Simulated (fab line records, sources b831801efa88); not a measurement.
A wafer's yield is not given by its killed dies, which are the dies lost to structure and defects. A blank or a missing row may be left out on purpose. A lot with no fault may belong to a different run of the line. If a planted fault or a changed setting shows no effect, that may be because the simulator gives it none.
The tool behind it: which one? / flow sky130 / 12 lots with 36 wafers sampled at 4 steps, on a route of 708 steps

== WHAT THE GAUGES READ, wafer by wafer ==
SKY_METAL4_OVL_MEAS_14. Usual: for METAL4_OVL the level is -2 nm and the standard deviation is 5.1.
lot=L448; measured=day 42 02:23; on=overlay-01; METAL4_OVL (nm)=-5 -10 -4; flag=
lot=L449; measured=day 42 12:50; on=overlay-01; METAL4_OVL (nm)=2 -4 0; flag=
lot=L450; measured=day 42 18:29; on=overlay-02; METAL4_OVL (nm)=-7 -7 -8; flag=
lot=L456; measured=day 44 07:16; on=overlay-01; METAL4_OVL (nm)=-14 -8 -2; flag=
lot=L457; measured=day 44 18:02; on=overlay-01; METAL4_OVL (nm)=6 0 -5; flag=
lot=L458; measured=day 44 18:38; on=overlay-02; METAL4_OVL (nm)=-5 -5 -8; flag=
lot=L463; measured=day 46 03:07; on=overlay-01; METAL4_OVL (nm)=-11 -7 -6; flag=
lot=L465; measured=day 46 14:53; on=overlay-01; METAL4_OVL (nm)=-2 -7 -4; flag=
lot=L467; measured=day 47 04:29; on=overlay-01; METAL4_OVL (nm)=-6 0 -10; flag=
lot=L468; measured=day 47 08:44; on=overlay-01; METAL4_OVL (nm)=-7 1 2; flag=
lot=L469; measured=day 47 10:51; on=overlay-02; METAL4_OVL (nm)=-4 -8 -5; flag=
lot=L471; measured=day 47 22:58; on=overlay-01; METAL4_OVL (nm)=5 2 6; flag=

SKY_VIA4_THK_MEAS_01. Usual: for VIA4_HDPCVD_THK the level is 1747 nm and the standard deviation is 26.
lot=L448; measured=day 42 03:31; on=film-metro-01; VIA4_HDPCVD_THK (nm)=1737 1775 1748; flag=
lot=L449; measured=day 42 14:05; on=film-metro-01; VIA4_HDPCVD_THK (nm)=1729 1771 1763; flag=
lot=L450; measured=day 42 19:37; on=film-metro-04; VIA4_HDPCVD_THK (nm)=1710 1745 1778; flag=
lot=L456; measured=day 44 08:26; on=film-metro-01; VIA4_HDPCVD_THK (nm)=1754 1743 1699; flag=
lot=L457; measured=day 44 19:10; on=film-metro-04; VIA4_HDPCVD_THK (nm)=1739 1744 1740; flag=
lot=L458; measured=day 44 19:47; on=film-metro-01; VIA4_HDPCVD_THK (nm)=1726 1721 1774; flag=
lot=L463; measured=day 46 04:16; on=film-metro-03; VIA4_HDPCVD_THK (nm)=1718 1742 1712; flag=
lot=L465; measured=day 46 16:17; on=film-metro-03; VIA4_HDPCVD_THK (nm)=1779 1792 1772; flag=
lot=L467; measured=day 47 05:50; on=film-metro-03; VIA4_HDPCVD_THK (nm)=1725 1774 1779; flag=
lot=L468; measured=day 47 10:02; on=film-metro-04; VIA4_HDPCVD_THK (nm)=1743 1769 1704; flag=
lot=L469; measured=day 47 12:09; on=film-metro-04; VIA4_HDPCVD_THK (nm)=1762 1737 1776; flag=
lot=L471; measured=day 48 00:14; on=film-metro-03; VIA4_HDPCVD_THK (nm)=1751 1702 1747; flag=

== TOOL THAT RAN EACH LOT (tool first, then ch and the chambers of the sampled wafers, then the start) ==
lot=L448; SKY_METAL4_ETCH_16=rie-metal-02 ch 0, day 42 02:28; SKY_METAL4_STRIP_19=plasma-asher-03 ch 0,1, day 42 02:45
lot=L449; SKY_METAL4_ETCH_16=rie-metal-01 ch 0,1, day 42 12:55; SKY_METAL4_STRIP_19=plasma-asher-02 ch 0, day 42 13:12
lot=L450; SKY_METAL4_ETCH_16=rie-metal-03 ch 0,1, day 42 18:33; SKY_METAL4_STRIP_19=plasma-asher-01 ch 1, day 42 18:50
lot=L456; SKY_METAL4_ETCH_16=rie-metal-03 ch 0,1, day 44 07:20; SKY_METAL4_STRIP_19=plasma-asher-01 ch 0,1, day 44 07:38
lot=L457; SKY_METAL4_ETCH_16=rie-metal-03 ch 0,1, day 44 18:05; SKY_METAL4_STRIP_19=plasma-asher-02 ch 0,1, day 44 18:23
lot=L458; SKY_METAL4_ETCH_16=rie-metal-03 ch 0,1, day 44 18:43; SKY_METAL4_STRIP_19=plasma-asher-02 ch 0,1, day 44 19:00
lot=L463; SKY_METAL4_ETCH_16=rie-metal-02 ch 0,1, day 46 03:11; SKY_METAL4_STRIP_19=plasma-asher-01 ch 0,1, day 46 03:29
lot=L465; SKY_METAL4_ETCH_16=rie-metal-01 ch 0,1, day 46 14:57; SKY_METAL4_STRIP_19=plasma-asher-02 ch 0,1, day 46 15:14
lot=L467; SKY_METAL4_ETCH_16=rie-metal-02 ch 0,1, day 47 04:34; SKY_METAL4_STRIP_19=plasma-asher-02 ch 0,1, day 47 05:03
lot=L468; SKY_METAL4_ETCH_16=rie-metal-01 ch 0, day 47 08:50; SKY_METAL4_STRIP_19=plasma-asher-01 ch 0, day 47 09:13
lot=L469; SKY_METAL4_ETCH_16=rie-metal-01 ch 0, day 47 10:58; SKY_METAL4_STRIP_19=plasma-asher-02 ch 0,1, day 47 11:20
lot=L471; SKY_METAL4_ETCH_16=rie-metal-01 ch 1, day 47 23:08; SKY_METAL4_STRIP_19=plasma-asher-01 ch 0,1, day 47 23:28
- SKY_METAL4_ETCH_16: etches BARC in N2/H2, stops on SiO2, time 88.2 s, target depth 60 nm.
- SKY_METAL4_STRIP_19: strips in O2/N2.

== WHAT THE TOOLS THEMSELVES READ (means of the sampled wafers that have a number; where no wafer has one, the mark that the record gives instead) ==
SKY_METAL4_ETCH_16. Usual: bias-w 100.0 W, standard deviation 0.32; drypump-motor-current-A 5.6 A, standard deviation 0.47; oes-product-au 0.626 a.u., standard deviation 0.0044; run-length-s 116.6 s, standard deviation 0.46; throttle-valve-pct 13.205 %, standard deviation 0.0087.
lot=L448; tool=rie-metal-02; bias-w (W)=99.9; drypump-motor-current-A (A)=5.5; oes-product-au (a.u.)=0.629; run-length-s (s)=116.7; throttle-valve-pct (%)=13.212; flag=
lot=L449; tool=rie-metal-01; bias-w (W)=100.0; drypump-motor-current-A (A)=5.1; oes-product-au (a.u.)=0.627; run-length-s (s)=116.6; throttle-valve-pct (%)=13.198; flag=
lot=L450; tool=rie-metal-03; bias-w (W)=99.9; drypump-motor-current-A (A)=5.8; oes-product-au (a.u.)=0.626; run-length-s (s)=116.1; throttle-valve-pct (%)=13.206; flag=
lot=L456; tool=rie-metal-03; bias-w (W)=100.1; drypump-motor-current-A (A)=5.5; oes-product-au (a.u.)=0.622; run-length-s (s)=116.0; throttle-valve-pct (%)=13.221; flag=
lot=L457; tool=rie-metal-03; bias-w (W)=-; drypump-motor-current-A (A)=5.8; oes-product-au (a.u.)=0.694; run-length-s (s)=104.6; throttle-valve-pct (%)=13.212; flag=OFF
lot=L458; tool=rie-metal-03; bias-w (W)=-; drypump-motor-current-A (A)=5.8; oes-product-au (a.u.)=0.699; run-length-s (s)=104.7; throttle-valve-pct (%)=13.209; flag=OFF
lot=L463; tool=rie-metal-02; bias-w (W)=100.2; drypump-motor-current-A (A)=5.8; oes-product-au (a.u.)=0.624; run-length-s (s)=117.1; throttle-valve-pct (%)=13.198; flag=
lot=L465; tool=rie-metal-01; bias-w (W)=99.8; drypump-motor-current-A (A)=5.5; oes-product-au (a.u.)=0.627; run-length-s (s)=116.6; throttle-valve-pct (%)=13.201; flag=
lot=L467; tool=rie-metal-02; bias-w (W)=100.1; drypump-motor-current-A (A)=5.6; oes-product-au (a.u.)=0.628; run-length-s (s)=116.6; throttle-valve-pct (%)=13.201; flag=
lot=L468; tool=rie-metal-01; bias-w (W)=99.9; drypump-motor-current-A (A)=4.8; oes-product-au (a.u.)=0.627; run-length-s (s)=116.5; throttle-valve-pct (%)=13.207; flag=
lot=L469; tool=rie-metal-01; bias-w (W)=99.9; drypump-motor-current-A (A)=4.7; oes-product-au (a.u.)=0.627; run-length-s (s)=116.4; throttle-valve-pct (%)=13.210; flag=
lot=L471; tool=rie-metal-01; bias-w (W)=100.8; drypump-motor-current-A (A)=5.9; oes-product-au (a.u.)=0.625; run-length-s (s)=116.9; throttle-valve-pct (%)=13.205; flag=

SKY_METAL4_STRIP_19. Usual: drypump-motor-current-A 6.1 A, standard deviation 0.47; oes-product-au 0.505 a.u., standard deviation 0.0067; strip-time-to-endpoint-s 6.60 s, standard deviation 0.13.
lot=L448; tool=plasma-asher-03; drypump-motor-current-A (A)=5.9; oes-product-au (a.u.)=0.510; strip-time-to-endpoint-s (s)=6.72; flag=
lot=L449; tool=plasma-asher-02; drypump-motor-current-A (A)=6.0; oes-product-au (a.u.)=0.502; strip-time-to-endpoint-s (s)=6.60; flag=
lot=L450; tool=plasma-asher-01; drypump-motor-current-A (A)=6.3; oes-product-au (a.u.)=0.503; strip-time-to-endpoint-s (s)=6.54; flag=
lot=L456; tool=plasma-asher-01; drypump-motor-current-A (A)=6.5; oes-product-au (a.u.)=0.510; strip-time-to-endpoint-s (s)=6.65; flag=
lot=L457; tool=plasma-asher-02; drypump-motor-current-A (A)=5.8; oes-product-au (a.u.)=0.509; strip-time-to-endpoint-s (s)=6.63; flag=
lot=L458; tool=plasma-asher-02; drypump-motor-current-A (A)=5.6; oes-product-au (a.u.)=0.509; strip-time-to-endpoint-s (s)=6.76; flag=
lot=L463; tool=plasma-asher-01; drypump-motor-current-A (A)=6.6; oes-product-au (a.u.)=0.496; strip-time-to-endpoint-s (s)=6.51; flag=
lot=L465; tool=plasma-asher-02; drypump-motor-current-A (A)=5.8; oes-product-au (a.u.)=0.503; strip-time-to-endpoint-s (s)=6.53; flag=
lot=L467; tool=plasma-asher-02; drypump-motor-current-A (A)=5.8; oes-product-au (a.u.)=0.507; strip-time-to-endpoint-s (s)=6.75; flag=
lot=L468; tool=plasma-asher-01; drypump-motor-current-A (A)=6.7; oes-product-au (a.u.)=0.503; strip-time-to-endpoint-s (s)=6.58; flag=
lot=L469; tool=plasma-asher-02; drypump-motor-current-A (A)=5.6; oes-product-au (a.u.)=0.504; strip-time-to-endpoint-s (s)=6.56; flag=
lot=L471; tool=plasma-asher-01; drypump-motor-current-A (A)=6.6; oes-product-au (a.u.)=0.507; strip-time-to-endpoint-s (s)=6.61; flag=

== THE ANSWER, worked out from the rows above alone ==
Rule: a lot counts as off when the mean over its wafers that have a number is more than 3 standard deviations away from the usual mean. Also off: a lot with no number at a reading for which 4 or more lots have one. All remaining lots with rows at the step are treated as sound. The gauges are gone through in route order, then the tools' own readings, and for those a lot's mean is taken as printed above. The first step at which some lot is off is used, and at that step the reading that is off furthest; a lot without a number counts as furthest.
Off: L457, L458 (SKY_METAL4_ETCH_16, bias-w). Without a number there: L457, L458.
A tool fits if, at that step or a process step before it, it ran every lot that is off, and no sound lot after the first of them. One candidate fits, namely rie-metal-03 at SKY_METAL4_ETCH_16. A fault onset in the window from L456 (day 44 07:20, its last sound lot) to L457 (day 44 18:05, its first lot off) fits.
The tool's own readings at SKY_METAL4_ETCH_16 bear it out: on the lots that are off they differ by more than 5 times the standard deviation of the sound lots' means. oes-product-au reads 0.696 a.u. there against 0.626 a.u. on the sound lots; run-length-s reads 104.7 s there against 116.5 s on the sound lots.
Blank at SKY_METAL4_ETCH_16 on the lots that are off, where sound lots have numbers: bias-w.

== WHAT THE SIMULATOR HAD PUT IN ==
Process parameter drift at SKY_METAL4_ETCH_16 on rie-metal-03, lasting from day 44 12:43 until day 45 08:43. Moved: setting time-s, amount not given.
Lots struck among those shown: L457, L458. This agrees with what the rule above found.
